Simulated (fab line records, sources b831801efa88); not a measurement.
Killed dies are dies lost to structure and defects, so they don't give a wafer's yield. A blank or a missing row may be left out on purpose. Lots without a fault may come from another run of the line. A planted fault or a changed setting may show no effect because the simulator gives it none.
Which tool did it? | flow gf180mcu | 13 lots, 39 wafers sampled, at 1 step of a route of 602

WHAT THE GAUGES READ, wafer by wafer
GF_PSD_OVL_MEAS_08.
lot  | measured     | on         | PSD_OVL (nm)
L695 | day 15 04:51 | overlay-01 | 0.1 -1.2 -0.2
L696 | day 15 13:16 | overlay-02 | -0.3 0.5 -1.2
L697 | day 15 18:00 | overlay-01 | 0.9 0.1 -0.4
L698 | day 16 09:49 | overlay-01 | 0.4 1.5 1.5
L700 | day 16 19:35 | overlay-01 | 1.0 1.4 0.2
L703 | day 17 21:23 | overlay-02 | -2.4 -3.1 -4.2
L704 | day 18 06:22 | overlay-01 | -0.4 -1.5 1.7
L709 | day 20 00:25 | overlay-01 | 1.1 0.9 1.0
L710 | day 20 10:29 | overlay-01 | 0.3 -0.5 -0.4
L713 | day 21 10:10 | overlay-02 | 0.9 -1.6 -2.4
L714 | day 21 16:55 | overlay-01 | -0.1 -0.2 0.8
L715 | day 22 02:43 | overlay-01 | -0.1 -1.7 -1.8
L716 | day 22 11:30 | overlay-02 | -2.4 -1.3 -1.8

WHICH TOOL RAN EACH LOT (tool, then ch and the chambers of the sampled wafers, then the start)
The record holds no process step before these readings.

WHAT THE TOOLS THEMSELVES READ (means of the sampled wafers that have a number; where no wafer has one, the mark that the record gives instead)
The record holds no such reading with a usual standard deviation.

THE ANSWER, worked out from the rows above alone
Rule: what is usual is taken from the lots themselves. Put in order of their means at a reading, lots are off if they are a third of the lots or fewer, leave a main group of 4 or more, and stand apart from it by a gap of 3 or more times the standard deviation of the main group's means; of several such gaps the widest counts. A main group whose means are all the same, to the digits that the tables above print for the reading, isn't used. A lot without any number at a reading at which 4 lots or more have one is off too. The other lots that the step has rows for count as sound. The gauges are gone through in route order, then the tools' own readings, and for those a lot's mean is taken as printed above. The first step at which some lot is off is used, and at that step the reading that is off furthest; a lot without a number counts as furthest.
No lot is off at any reading shown: from this, nothing can be told.

WHAT THE SIMULATOR HAD PUT IN
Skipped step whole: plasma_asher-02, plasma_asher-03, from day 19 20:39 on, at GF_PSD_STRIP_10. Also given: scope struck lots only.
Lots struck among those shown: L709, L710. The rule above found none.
